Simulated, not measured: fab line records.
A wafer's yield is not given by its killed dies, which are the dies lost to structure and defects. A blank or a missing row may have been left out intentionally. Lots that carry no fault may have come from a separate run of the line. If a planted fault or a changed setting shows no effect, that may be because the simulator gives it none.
Struck lot and sound lot, side by side + flow sky130 + 16 steps out of a route of 708
Sound: the wafers L495.1, L495.4, L495.6. The struck wafers were L493.3, L493.4. The cause comes at the end.
Each step with rows lists, per side, the tool, then ch with its chambers, then its first start. Under that, the readings that differ: sound wafers + struck wafers + difference of the means + sigmas: that difference in standard deviations of wafers without a fault.
alike: words and numbers the same on both sides, and readings whose means are apart by under 2 such deviations; not compared: readings that were withheld, readings missing a value for some wafer, numbers with overlapping values and no deviation given by the record, and bounds like >300 which may hide the same value.
A row with sigmas, a row that says differs or no value, or rows on one side alone: a step with any of these is where the two part. When numbers do not overlap yet have no deviation, they are printed without sigmas and do not part them. Lack of a reading on every wafer of one side parts them only where that side has two or more wafers.

SKY_VIA3_BOW_MEAS_03:
  sound on film_metro-04 at day 43 14:05; struck on film_metro-03 at day 42 21:23
  alike: VIA3_BOW
then, 8 steps without rows for these wafers: SKY_VIA3_DEHYDRATE_04 (time 60 s); SKY_VIA3_HMDS_05 (prime time 60 s); SKY_VIA3_COAT_06 (resist thk 60 nm); SKY_VIA3_COAT_07 (resist thk 450 nm); SKY_VIA3_SOFTBAKE_08 (time 90 s); SKY_VIA3_EXPOSE_09 (exposes mask VIM3, target cd 200 nm); SKY_VIA3_PEB_10; SKY_VIA3_DEVELOP_11 (develop time 60 s).
SKY_VIA3_CD_MEAS_12 targets a cd of 200 nm.
  sound on cd_sem-02 at day 44 12:34; struck on cd_sem-01 at day 43 20:29
  alike: cd_nm
SKY_VIA3_OVL_MEAS_13:
  sound on overlay-01 at day 44 12:41; struck on overlay-01 at day 43 20:34
  alike: VIA3_OVL
SKY_VIA3_ETCH_14: etches BARC in N2/H2, stops on SiO2, time 45.9 s, target depth 60 nm.
  sound on rie_diel-03 ch 2,3, day 44 12:43; struck on rie_diel-04 ch 0,1, day 43 20:35
  alike: chamber_pressure_mTorr, drypump_motor_current_A, oes_product_au, throttle_valve_pct
  not compared: rf_hours_counter_h
SKY_VIA3_ETCH_15: etches SiO2 in C4F8/O2/Ar, stops on TiN, target depth 507 nm, time 78 s.
  sound on rie_diel-03 ch 2,3, day 44 12:46; struck on rie_diel-04 ch 0,1, day 43 20:38
| reading                                     | sound             | struck      | difference | sigmas |
|---------------------------------------------|-------------------|-------------|------------|--------|
| oes_product_au (a.u.)                       | 0.948 0.947 0.941 | 0.787 0.788 | -0.158     | -34    |
| model.VIA3.feature_depth_nm (nm)            | 465.1 465.5 465.9 | 338.8 338.9 | -126.6     |        |
| model.etch.depth_nm (nm)                    | 465.1 465.5 465.9 | 338.8 338.9 | -126.6     |        |
| model.KrF-thick_of_VIA3_COAT_07.thk_nm (nm) | 294.1 296.8 293.8 | 325.1 323.8 | +29.6      |        |
  alike: chamber_pressure_mTorr
  not compared: rf_hours_counter_h
SKY_VIA3_STRIP_16: strips in O2/N2.
  sound on plasma_asher-04 ch 0,1, day 44 12:49; struck on plasma_asher-01 ch 0,1, day 43 20:44
| reading                        | sound                | struck        | difference | sigmas |
|--------------------------------|----------------------|---------------|------------|--------|
| chamber_pressure_mTorr (mTorr) | 1498.6 1500.2 1497.2 | 1500.9 1502.8 | +3.2       | +2     |
| oes_product_au (a.u.)          | 0.406 0.406 0.393    | 0.418 0.421   | +0.018     | +4     |
| strip_time_to_endpoint_s (s)   | 4.166 4.198 4.146    | 4.496 4.490   | +0.323     | +13    |
  alike: drypump_motor_current_A
  not compared: rf_hours_counter_h
then, 1 step without rows for these wafers: SKY_VIA3_STRIP_17 (strips in post etch residue remover, time 1200 s).
-- the record jumps here: 5 days lie between the struck wafers' starts before and after (it left off in module VIA3 and takes up again in module PAD_OPEN, whose first step shown is number 708 of the route) --
SKY_PAD_OPEN_PROBE_99:
  sound on prober-01 at day 49 18:38; struck on prober-01 at day 49 06:25
| reading                                  | sound            | struck      | difference | sigmas |
|------------------------------------------|------------------|-------------|------------|--------|
| model.etest.tester.sort_n_pass           | 408 400 392      | 0 0         | -400       |        |
| model.etest.tester.sort_bin_5_pct (%)    | 9.35 13.01 11.79 | 93.29 91.26 | +80.89     |        |
| model.etest.tester.sort_yield_pct (%)    | 82.93 81.3 79.67 | 0 0         | -81        |        |
| model.etest.sonos_programmed.under_floor | 0 0 0            | 1 1         | +1         |        |
| model.etest.res_high_po.open             | 0 0 0            | 1 1         | +1         |        |
| model.etest.iso_nwell_nwell.under_floor  | 0 0 0            | 1 1         | +1         |        |
| model.etest.res_pwde_under_gate.open     | 0 0 0            | 1 1         | +1         |        |
| model.etest.res_li.open                  | 0 0 0            | 1 1         | +1         |        |
  alike: defect_limited_yield, killed_at_M0_to_M3, killed_at_M4_up, killed_at_contacts, killed_at_front_end, killed_at_other, killed_dies, killed_open, killed_short

## WHERE THEY PART
Earliest at SKY_VIA3_ETCH_15; latest, in this record, at SKY_VIA3_STRIP_16. Later steps at which nothing parts them and some readings are alike: SKY_PAD_OPEN_PROBE_99.

WHY: what the simulator had put in
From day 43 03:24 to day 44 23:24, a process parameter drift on rie_diel-04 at SKY_VIA3_ETCH_15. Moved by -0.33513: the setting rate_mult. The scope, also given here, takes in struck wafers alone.
